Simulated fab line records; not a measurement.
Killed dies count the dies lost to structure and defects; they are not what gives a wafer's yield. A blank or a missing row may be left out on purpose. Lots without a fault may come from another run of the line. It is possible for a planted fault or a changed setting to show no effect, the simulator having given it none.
Matching of chambers | flow sky130 | SKY_VIA2_CMP_02 on cmp-01: 4 sister chambers
The step polishes SiO2. 16 wafers are shown with their chamber, then 8 later ones without.

WAFERS, EACH WITH ITS CHAMBER
wafer  | chamber | motor current A (A) | edge zone pressure frac | head pressure psi (psi)
L645.1 | 3       | 11.4                | 1.002                   | 3.992
L645.4 | 1       | 11.2                | 0.994                   | 3.988
L645.5 | 3       | 12.6                | 1.001                   | 4.005
L646.1 | 3       | 11.1                | 1.000                   | 4.001
L646.2 | 1       | 11.3                | 1.000                   | 3.996
L646.5 | 1       | 11.5                | 0.996                   | 3.998
L647.2 | 1       | 11.9                | 0.998                   | 4.008
L647.3 | 0       | 13.1                | 0.998                   | 4.005
L647.5 | 3       | 12.2                | 1.006                   | 3.998
L649.2 | 3       | 12.1                | 0.999                   | 3.995
L649.3 | 2       | 11.2                | 1.001                   | 3.993
L649.5 | 3       | 11.9                | 0.998                   | 3.992
L651.2 | 3       | 12.4                | 0.998                   | 3.992
L651.3 | 1       | 11.3                | 1.006                   | 4.017
L651.4 | 0       | 13.7                | 0.995                   | 3.997
L652.2 | 1       | 11.2                | 1.000                   | 4.000

SIGNATURES (means of the wafers above)
reading                 | chamber 0 | chamber 1 | chamber 2 | chamber 3 | scatter within a chamber
motor current A         | 13.400    | 11.400    | 11.200    | 11.957    | 0.436
edge zone pressure frac | 0.99650   | 0.99900   | 1.00100   | 1.00057   | 0.00339
head pressure psi       | 4.00100   | 4.00117   | 3.99300   | 3.99643   | 0.00763
Rule: for each reading, subtract the chamber's mean from the wafer's reading, divide by that reading's scatter and square the result; add these up over the readings and take the root, which gives the wafer's distance from the chamber. If the next closest chamber is less than 2 further off than the closest, the wafer can't be placed; otherwise it belongs to the closest. The scatter: the root of (the sum of the squares of (reading less its chamber's mean) over the shown wafers, divided by (wafers less chambers)).

WAFERS WHOSE CHAMBER IS MISSING
wafer  | motor current A (A) | edge zone pressure frac | head pressure psi (psi)
L652.3 | 10.7                | 0.996                   | 4.003
L652.6 | 11.1                | 1.008                   | 3.981
L654.1 | 13.2                | 0.995                   | 3.996
L654.2 | 11.1                | 1.001                   | 4.007
L654.5 | 10.9                | 0.997                   | 3.993
L656.3 | 12.6                | 1.001                   | 4.004
L656.4 | 11.6                | 1.008                   | 4.006
L656.6 | 13.2                | 1.002                   | 3.997

WHICH CHAMBER EACH ONE RAN IN
wafer  | from the rows above               | in truth
L652.3 | can't be placed: 1 or 2 or 3      | 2
L652.6 | can't be placed: 2 or 3 or 1      | 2
L654.1 | 0                                 | 0
L654.2 | can't be placed: 1 or 2 or 3      | 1
L654.5 | can't be placed: 2 or 1 or 3      | 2
L656.3 | can't be placed: 3 or 0 or 1 or 2 | 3
L656.4 | can't be placed: 3 or 1 or 2      | 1
L656.6 | can't be placed: 0 or 3           | 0
Correctly placed: 1 of 8. These rows do not allow placing 7 (true chamber among the candidates in 7). Wrongly placed: 0.
